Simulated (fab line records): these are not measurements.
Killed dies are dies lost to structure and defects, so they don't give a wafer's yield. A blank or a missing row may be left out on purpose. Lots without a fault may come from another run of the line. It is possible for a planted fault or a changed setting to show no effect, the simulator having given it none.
fab line records + flow sfqLine
[record]
- lots = 14
- wafers = 42
- lastDay = 92
route steps=325 shown INCOMING@1 I0@44 M1@68 I1@74
lots untouched by any fault: they come from a run of this same line in which no faults occurred
startH: the number of hours between the record's first day and the start of the first shown wafer of the lot + waitH: how many hours have passed since the lot's step before this one + " the same as in the row above + L1.1+2: one row covering several wafers at once + - value missing, or start not given + * or withheld: withheld + < > ~ a bound
route shown NAME@n: a module of which the file shows steps, and the number in the route of the first + usual: average and standard deviation across the fault-free wafers + same: alike in all rows + chamber/n: place in a boat + sites: per-site readings + _std_site: the standard deviation of these + _edge_site: mean of outer sites minus mean of inner sites + radiusMm: for every site, how far away it sits from the centre of the wafer + mask NAME#n: copy n + behind: tool/chamber where the wafer was last shaped + hold: why the lot was held/for how many hours/how that ended + device: transistor that didn't switch, given as n, p or np + end of line: at the end of the route, the tests of the same wafers + step lacking rows: just its recipe + killed: the dies lost at the first sort to structure and to defects; this is not the yield of the wafer + map: dies across one wafer; x = killed, . = not, _ = none there
set.NAME: the run value of the setting; set.NAME@STEP: its run value at that earlier step + model.NAME: the simulator's own value behind a step, which no gauge read
a sample of lots followed through the steps of the route, with each step as a table and each wafer as a row
services: when a tool's chamber went out of use (startH, in hours from the record's first day, below 0 if earlier), for how many hours, and the reason
[[steps]]
[step SFQ_INCOMING_BOW_MEAS_900]
[recipe]
- mode = bow
[usual]
- INCOMING_BOW = 0/6.3
| lot.wafer | tool         | chamber | startH | waitH | INCOMING_BOW[um] |
|-----------|--------------|---------|--------|-------|------------------|
| L781.3    | filmMetro-01 | -       | 15.04  | -     | 3                |
| L781.4    | "            | -       | "      | "     | -1               |
| L781.6    | "            | -       | "      | "     | 2                |
| L783.1    | filmMetro-03 | -       | 25.00  | -     | 4                |
| L783.3    | "            | -       | "      | "     | -6               |
| L783.4    | "            | -       | "      | "     | -4               |
| L784.2    | filmMetro-01 | -       | 30.02  | -     | -5               |
| L784.3    | "            | -       | "      | "     | -2               |
| L784.4    | "            | -       | "      | "     | -10              |
| L785.2    | filmMetro-01 | -       | 35.02  | -     | 5                |
| L785.3    | "            | -       | "      | "     | 3                |
| L785.4    | "            | -       | "      | "     | 11               |
| L786.4    | filmMetro-03 | -       | 40.06  | -     | -2               |
| L786.5    | "            | -       | "      | "     | 12               |
| L786.6    | "            | -       | "      | "     | 4                |
| L788.3    | filmMetro-01 | -       | 50.04  | -     | 0                |
| L788.5    | "            | -       | "      | "     | -1               |
| L788.6    | "            | -       | "      | "     | 0                |
| L789.1    | filmMetro-03 | -       | 55.00  | -     | -4               |
| L789.2    | "            | -       | "      | "     | 1                |
| L789.3    | "            | -       | "      | "     | 2                |
| L790.3    | filmMetro-01 | -       | 60.04  | -     | -7               |
| L790.4    | "            | -       | "      | "     | 0                |
| L790.5    | "            | -       | "      | "     | 1                |
| L796.1    | filmMetro-03 | -       | 90.00  | -     | -3               |
| L796.4    | "            | -       | "      | "     | 1                |
| L796.6    | "            | -       | "      | "     | -8               |
| L797.2    | filmMetro-02 | -       | 95.02  | -     | 2                |
| L797.5    | "            | -       | "      | "     | -1               |
| L797.6    | "            | -       | "      | "     | -6               |
| L800.2    | filmMetro-03 | -       | 110.02 | -     | -2               |
| L800.3    | "            | -       | "      | "     | -9               |
| L800.5    | "            | -       | "      | "     | -4               |
| L801.2    | filmMetro-02 | -       | 115.02 | -     | 1                |
| L801.4    | "            | -       | "      | "     | -1               |
| L801.6    | "            | -       | "      | "     | -12              |
| L802.1    | filmMetro-02 | -       | 120.00 | -     | -8               |
| L802.2    | "            | -       | "      | "     | 7                |
| L802.6    | "            | -       | "      | "     | 1                |
| L803.1    | filmMetro-01 | -       | 125.00 | -     | -10              |
| L803.2    | "            | -       | "      | "     | 3                |
| L803.6    | "            | -       | "      | "     | 9                |
[step SFQ_TRILAYER_I0_CMP_CMP_028]
[recipe]
- material = SiO2
- downForcePsi = 3
- platenRpm = 60
- padVelocityMS = 0.94248
[usual]
- edgeZonePressureFrac = 1.001/0.0047
- motorCurrentA = 9.7/0.55
- platenRpm = 60.00/0.04
- timeToEndpointS = 216/7.5
| lot.wafer | tool   | chamber | startH | waitH | edgeZonePressureFrac | motorCurrentA | platenRpm | timeToEndpointS |
|-----------|--------|---------|--------|-------|----------------------|---------------|-----------|-----------------|
| L781.3    | cmp-02 | 2       | 195.31 | 8.5   | 1.000                | 9.7           | 60.04     | 218             |
| L781.4    | "      | 3       | "      | "     | 0.999                | 9.6           | 60.02     | 209             |
| L781.6    | "      | 2       | 197.31 | 10.5  | 0.999                | 9.8           | 59.98     | 221             |
| L783.3    | cmp-02 | 0       | 209.81 | 9.8   | 1.004                | 10.9          | 60.00     | 215             |
| L783.1    | "      | 2       | 210.81 | 10.8  | 0.994                | 9.8           | 60.10     | 227             |
| L783.4    | "      | 3       | "      | "     | 0.998                | 9.5           | 59.95     | 227             |
| L784.3    | cmp-01 | 1       | 213.72 | 9.0   | 1.000                | 8.9           | 60.06     | 212             |
| L784.4    | "      | 2       | "      | "     | 1.010                | 9.2           | 59.99     | 218             |
| L784.2    | "      | 0       | 215.22 | 10.5  | 0.999                | 9.3           | 59.97     | 208             |
| L785.2    | cmp-02 | 3       | 218.81 | 11.6  | 1.008                | 9.6           | 59.98     | 210             |
| L785.3    | "      | 0       | "      | "     | 0.996                | 10.3          | 59.96     | 208             |
| L785.4    | "      | 1       | "      | "     | 0.998                | 9.8           | 60.02     | 215             |
| L786.4    | cmp-02 | 1       | 231.81 | 15.0  | 1.000                | 9.9           | 60.09     | 218             |
| L786.6    | "      | 3       | 232.81 | 16.0  | 0.995                | 9.4           | 60.07     | 222             |
| L786.5    | "      | 0       | "      | "     | 0.998                | 10.4          | 60.04     | 215             |
| L788.3    | cmp-01 | 0       | 248.33 | 17.0  | 0.990                | 8.8           | 60.00     | 222             |
| L788.5    | "      | 1       | "      | "     | 0.995                | 9.1           | 59.98     | 218             |
| L788.6    | "      | 2       | "      | "     | 1.002                | 9.7           | 59.98     | 229             |
| L789.1    | cmp-01 | 3       | 255.83 | 12.9  | 0.995                | 10.0          | 59.97     | 212             |
| L789.3    | "      | 0       | "      | "     | 1.005                | 8.9           | 59.98     | 221             |
| L789.2    | "      | 2       | 257.33 | 14.4  | 1.000                | 9.2           | 59.99     | 210             |
| L790.4    | cmp-02 | 1       | 264.31 | 10.5  | 0.994                | 10.2          | 59.98     | 211             |
| L790.3    | "      | 3       | 265.31 | 11.5  | 1.001                | 9.3           | 60.04     | 215             |
| L790.5    | "      | 1       | 266.31 | 12.5  | 0.997                | 9.5           | 59.94     | 207             |
| L796.1    | cmp-02 | 0       | 290.36 | 1.9   | 1.002                | 10.6          | 60.00     | 208             |
| L796.4    | "      | 2       | 291.36 | 2.9   | 1.000                | 9.6           | 59.94     | 219             |
| L796.6    | "      | 3       | "      | "     | 1.000                | 9.8           | 59.96     | 208             |
| L797.2    | cmp-02 | 3       | 299.77 | 0.5   | 1.000                | 9.5           | 60.03     | 208             |
| L797.6    | "      | 2       | 301.27 | 2.0   | 1.002                | 9.7           | 60.01     | 218             |
| L797.5    | "      | 3       | "      | "     | 0.998                | 10.0          | 59.97     | 222             |
| L800.3    | cmp-01 | 1       | 306.63 | 3.5   | 0.998                | 9.0           | 59.98     | 210             |
| L800.2    | "      | 0       | 308.13 | 5.0   | 1.004                | 8.9           | 59.99     | 216             |
| L800.5    | "      | 1       | "      | "     | 1.001                | 9.5           | 60.02     | 216             |
| L801.4    | cmp-01 | 0       | 313.66 | 0.5   | 0.990                | 8.4           | 59.95     | 224             |
| L801.2    | "      | 2       | 314.66 | 1.5   | 1.004                | 9.1           | 60.08     | 228             |
| L801.6    | "      | 3       | "      | "     | 1.001                | 10.1          | 60.01     | 223             |
| L802.1    | cmp-01 | 2       | 322.87 | 0.5   | 0.998                | 9.5           | 59.95     | 214             |
| L802.2    | "      | 3       | "      | "     | 0.998                | 9.5           | 60.03     | 216             |
| L802.6    | "      | 2       | 324.87 | 2.5   | 0.995                | 9.5           | 60.03     | 220             |
| L803.1    | cmp-02 | 2       | 332.84 | 0.0   | 1.002                | 9.5           | 60.01     | 216             |
| L803.2    | "      | 3       | "      | "     | 1.005                | 9.6           | 60.02     | 222             |
| L803.6    | "      | 2       | 334.84 | 2.0   | 1.005                | 9.9           | 60.00     | 221             |
[step SFQ_M1_OVL_MEAS_911]
[usual]
- M1_OVL = -1/5.5
| lot.wafer | tool       | chamber | startH | waitH | M1_OVL[nm] |
|-----------|------------|---------|--------|-------|------------|
| L781.3    | overlay-01 | -       | 241.05 | 0.1   | 0          |
| L781.4    | "          | -       | "      | "     | 2          |
| L781.6    | "          | -       | "      | "     | 4          |
| L783.1    | overlay-02 | -       | 319.83 | 0.1   | 2          |
| L783.3    | "          | -       | "      | "     | -4         |
| L783.4    | "          | -       | "      | "     | 1          |
| L784.2    | overlay-01 | -       | 326.44 | 0.1   | -1         |
| L784.3    | "          | -       | "      | "     | 6          |
| L784.4    | "          | -       | "      | "     | 4          |
| L785.2    | overlay-01 | -       | 334.24 | 0.1   | -3         |
| L785.3    | "          | -       | "      | "     | -12        |
| L785.4    | "          | -       | "      | "     | 0          |
| L786.4    | overlay-02 | -       | 355.99 | 0.1   | -5         |
| L786.5    | "          | -       | "      | "     | -2         |
| L786.6    | "          | -       | "      | "     | 0          |
| L788.3    | overlay-02 | -       | 376.35 | 0.1   | -10        |
| L788.5    | "          | -       | "      | "     | -6         |
| L788.6    | "          | -       | "      | "     | 2          |
| L789.1    | overlay-02 | -       | 388.67 | 0.1   | -7         |
| L789.2    | "          | -       | "      | "     | -2         |
| L789.3    | "          | -       | "      | "     | -6         |
| L790.3    | overlay-01 | -       | 398.20 | 0.1   | 8          |
| L790.4    | "          | -       | "      | "     | 7          |
| L790.5    | "          | -       | "      | "     | 7          |
| L796.1    | overlay-01 | -       | 591.88 | 0.1   | -2         |
| L796.4    | "          | -       | "      | "     | -5         |
| L796.6    | "          | -       | "      | "     | 1          |
| L797.2    | overlay-02 | -       | 600.29 | 0.1   | -4         |
| L797.5    | "          | -       | "      | "     | 0          |
| L797.6    | "          | -       | "      | "     | -4         |
| L800.2    | overlay-01 | -       | 609.89 | 0.1   | -3         |
| L800.3    | "          | -       | "      | "     | 1          |
| L800.5    | "          | -       | "      | "     | -9         |
| L801.2    | overlay-02 | -       | 615.89 | 0.1   | 3          |
| L801.4    | "          | -       | "      | "     | 7          |
| L801.6    | "          | -       | "      | "     | -2         |
| L802.1    | overlay-01 | -       | 625.48 | 0.1   | 5          |
| L802.2    | "          | -       | "      | "     | 9          |
| L802.6    | "          | -       | "      | "     | 4          |
| L803.1    | overlay-02 | -       | 631.48 | 0.1   | 4          |
| L803.2    | "          | -       | "      | "     | -8         |
| L803.6    | "          | -       | "      | "     | -1         |
[step SFQ_TRILAYER_I1_CMP_CMP_046]
[recipe]
- material = SiO2
- downForcePsi = 3
- platenRpm = 60
- padVelocityMS = 0.94248
[usual]
- edgeZonePressureFrac = 1.000/0.005
- motorCurrentA = 9.8/0.55
- platenRpm = 60.00/0.041
- timeToEndpointS = 218/7.4
| lot.wafer | tool   | chamber | startH | waitH | edgeZonePressureFrac | motorCurrentA | platenRpm | timeToEndpointS |
|-----------|--------|---------|--------|-------|----------------------|---------------|-----------|-----------------|
| L781.3    | cmp-02 | 3       | 254.81 | 12.7  | 1.000                | 9.7           | 59.95     | 205             |
| L781.4    | "      | 0       | "      | "     | 0.991                | 10.2          | 60.02     | 221             |
| L781.6    | "      | 3       | 256.81 | 14.7  | 1.011                | 9.6           | 60.01     | 211             |
| L783.4    | cmp-02 | 2       | 320.91 | 0.0   | 0.999                | 9.5           | 60.02     | 236             |
| L783.3    | "      | 3       | "      | "     | 1.000                | 9.8           | 60.04     | 207             |
| L783.1    | "      | 1       | 322.41 | 1.5   | 0.995                | 10.4          | 59.96     | 215             |
| L784.2    | cmp-02 | 2       | 329.06 | 0.6   | 1.000                | 9.9           | 60.03     | 224             |
| L784.4    | "      | 3       | "      | "     | 0.993                | 9.6           | 60.03     | 219             |
| L784.3    | "      | 0       | "      | "     | 1.003                | 10.5          | 59.99     | 216             |
| L785.3    | cmp-01 | 2       | 335.31 | 0.0   | 0.998                | 9.7           | 59.96     | 218             |
| L785.2    | "      | 3       | "      | "     | 1.002                | 10.7          | 59.93     | 217             |
| L785.4    | "      | 1       | 336.81 | 1.5   | 1.003                | 9.2           | 59.96     | 217             |
| L786.4    | cmp-01 | 3       | 359.33 | 1.5   | 1.004                | 11.1          | 59.97     | 230             |
| L786.6    | "      | 0       | "      | "     | 0.999                | 8.9           | 59.90     | 224             |
| L786.5    | "      | 1       | "      | "     | 1.004                | 9.3           | 60.02     | 219             |
| L788.3    | cmp-02 | 2       | 377.91 | 0.5   | 1.001                | 9.3           | 59.98     | 218             |
| L788.6    | "      | 1       | 379.41 | 2.0   | 0.997                | 10.3          | 60.04     | 214             |
| L788.5    | "      | 2       | "      | "     | 1.005                | 9.7           | 59.95     | 222             |
| L789.2    | cmp-02 | 3       | 390.25 | 0.5   | 0.998                | 9.8           | 65.96     | 184             |
| L789.3    | "      | 0       | "      | "     | 0.992                | 10.4          | 66.04     | 196             |
| L789.1    | "      | 1       | "      | "     | 1.001                | 9.9           | 66.03     | 182             |
| L790.3    | cmp-02 | 0       | 399.43 | 0.0   | 1.010                | 10.6          | 66.08     | 193             |
| L790.4    | "      | 3       | 400.93 | 1.5   | 0.999                | 9.1           | 65.97     | 191             |
| L790.5    | "      | 1       | 401.93 | 2.5   | 0.997                | 10.2          | 66.01     | 200             |
| L796.1    | cmp-02 | 3       | 600.51 | 7.6   | 1.000                | 9.5           | 60.03     | 222             |
| L796.4    | "      | 1       | 601.51 | 8.6   | 0.992                | 10.2          | 59.96     | 226             |
| L796.6    | "      | 2       | "      | "     | 1.001                | 9.6           | 59.96     | 234             |
| L797.2    | cmp-01 | 3       | 602.33 | 1.0   | 0.999                | 10.6          | 59.90     | 213             |
| L797.6    | "      | 2       | 603.83 | 2.5   | 0.999                | 9.6           | 59.99     | 220             |
| L797.5    | "      | 3       | "      | "     | 0.997                | 10.4          | 60.00     | 219             |
| L800.3    | cmp-02 | 3       | 612.34 | 0.6   | 1.004                | 9.9           | 60.00     | 208             |
| L800.2    | "      | 0       | "      | "     | 0.995                | 10.2          | 59.90     | 220             |
| L800.5    | "      | 0       | 614.84 | 3.1   | 1.011                | 10.7          | 59.96     | 224             |
| L801.4    | cmp-02 | 3       | 617.96 | 1.0   | 0.999                | 9.8           | 60.00     | 216             |
| L801.2    | "      | 0       | "      | "     | 0.991                | 10.7          | 59.89     | 213             |
| L801.6    | "      | 2       | 619.46 | 2.5   | 1.009                | 9.9           | 60.01     | 219             |
| L802.2    | cmp-02 | 3       | 626.56 | 0.0   | 1.005                | 9.6           | 60.03     | 212             |
| L802.1    | "      | 2       | 628.06 | 1.5   | 0.998                | 9.7           | 59.98     | 215             |
| L802.6    | "      | 3       | "      | "     | 1.007                | 9.2           | 60.05     | 216             |
| L803.2    | cmp-02 | 3       | 633.07 | 0.5   | 1.007                | 9.9           | 59.99     | 211             |
| L803.1    | "      | 1       | 634.07 | 1.5   | 1.011                | 9.5           | 60.02     | 213             |
| L803.6    | "      | 3       | 635.07 | 2.5   | 1.005                | 9.6           | 60.00     | 221             |
[[services]]
| tool   | chamber | startH | hours | kind                          |
|--------|---------|--------|-------|-------------------------------|
| cmp-02 | -       | 176.95 | 5.6   | repair                        |
| cmp-02 | -       | 188.56 | 6.2   | pm                            |
| cmp-01 | -       | 192.36 | 0.4   | repair                        |
| cmp-01 | -       | 234.72 | 8.1   | pm                            |
| cmp-01 | -       | 242.83 | 4.0   | pm                            |
| cmp-02 | -       | 276.09 | 1.2   | repair                        |
| cmp-02 | -       | 360.64 | 0.5   | repair                        |
| cmp-02 | -       | 408.43 | 4.0   | pm                            |
| cmp-02 | -       | 412.43 | -     | consumableReplace:conditioner |
| cmp-02 | -       | 412.43 | -     | consumableReplace:pad         |
| cmp-01 | -       | 427.88 | 2.3   | repair                        |
| cmp-01 | -       | 437.43 | 1.6   | repair                        |
| cmp-01 | -       | 448.93 | 4.7   | pm                            |
| cmp-01 | -       | 467.25 | 1.0   | repair                        |
| cmp-01 | -       | 468.32 | 0.9   | repair                        |
| cmp-01 | -       | 487.78 | 0.7   | repair                        |
| cmp-02 | -       | 490.13 | 0.9   | repair                        |
| cmp-01 | -       | 494.95 | 1.7   | repair                        |
| cmp-02 | -       | 554.61 | 4.0   | pm                            |
| cmp-01 | -       | 563.39 | 0.6   | repair                        |
| cmp-01 | -       | 565.41 | 2.1   | repair                        |
| cmp-01 | -       | 582.83 | 4.0   | pm                            |
| cmp-01 | -       | 587.95 | 0.6   | repair                        |
| cmp-01 | -       | 609.89 | 2.6   | repair                        |
[[key]]
[firstSign]
- step = SFQ_TRILAYER_I1_CMP_CMP_046
- reading = platenRpm
- direction = up
- sigmas = 99+
- usual = 60.00
- struck = 66.01
[effect]
- step = SFQ_TRILAYER_I1_CMP_CMP_046
- reading = timeToEndpointS
- direction = down
- sigmas = 3.7
- usual = *
- struck = *
metAt SFQ_TRILAYER_I1_CMP_CMP_046
struckLots L789,L790
notActingAt SFQ_INCOMING_BOW_MEAS_900,SFQ_TRILAYER_I0_CMP_CMP_028,SFQ_M1_OVL_MEAS_911
onsetBetween 377.91 390.25
[fault]
- kind = processParameterDrift
- tool = cmp-02
- chamber = -
- onsetH = 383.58
- steps = SFQ_TRILAYER_I1_CMP_CMP_046
- channel = platenRpm
- offset = 6
- shape = step
- endH = 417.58
- actsIn = theseRecipesOnly
- stated = 60
